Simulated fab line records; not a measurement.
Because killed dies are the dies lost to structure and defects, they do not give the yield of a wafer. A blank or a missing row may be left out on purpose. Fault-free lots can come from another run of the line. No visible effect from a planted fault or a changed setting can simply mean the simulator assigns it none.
Matching of chambers :: flow gf180mcu :: GF_STI_CMP_25 on cmp-02: 4 sister chambers
The step polishes, stops on Si3N4, t overpolish 33 s, target thk 524.6 nm. 4 wafers are shown with their chamber, then 8 later ones without.

== WAFERS, EACH WITH ITS CHAMBER ==
wafer: L757.6
chamber: 0
motor_current_A (A): 12.2

wafer: L758.2
chamber: 1
motor_current_A (A): 12.5

wafer: L758.6
chamber: 2
motor_current_A (A): 9.8

wafer: L762.1
chamber: 3
motor_current_A (A): 9.0

== WAFERS MISSING THEIR CHAMBER ==
wafer: L762.4
motor_current_A (A): 12.3

wafer: L762.6
motor_current_A (A): 11.6

wafer: L767.3
motor_current_A (A): 12.1

wafer: L767.4
motor_current_A (A): 12.3

wafer: L767.5
motor_current_A (A): 10.4

wafer: L770.2
motor_current_A (A): 12.2

wafer: L770.3
motor_current_A (A): 9.3

wafer: L770.5
motor_current_A (A): 9.1

== EACH ONE'S CHAMBER ==
wafer: L762.4
from the rows above: can't be placed: 0 or 1
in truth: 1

wafer: L762.6
from the rows above: can't be placed: 0 or 1
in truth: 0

wafer: L767.3
from the rows above: can't be placed: 0 or 1
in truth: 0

wafer: L767.4
from the rows above: can't be placed: 0 or 1
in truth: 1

wafer: L767.5
from the rows above: 2
in truth: 2

wafer: L770.2
from the rows above: can't be placed: 0 or 1
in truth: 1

wafer: L770.3
from the rows above: can't be placed: 3 or 2
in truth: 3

wafer: L770.5
from the rows above: can't be placed: 3 or 2
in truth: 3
Correctly placed: 1 of 8. Not placeable from these rows: 7 (in 7, the candidates include the true chamber). Placed wrongly: 0.
How it was worked out, from the rows above alone: a wafer's distance from a chamber is the root of the sum, over the readings, of the square of ((its reading less the chamber's mean) divided by the reading's scatter). If the next closest chamber is less than 2 further off than the closest, the wafer can't be placed; otherwise it belongs to the closest. A chamber's mean is the mean of its shown wafers. The scatter: root of mean squared gap, hidden wafer to nearest shown wafer, with one shown wafer a chamber.
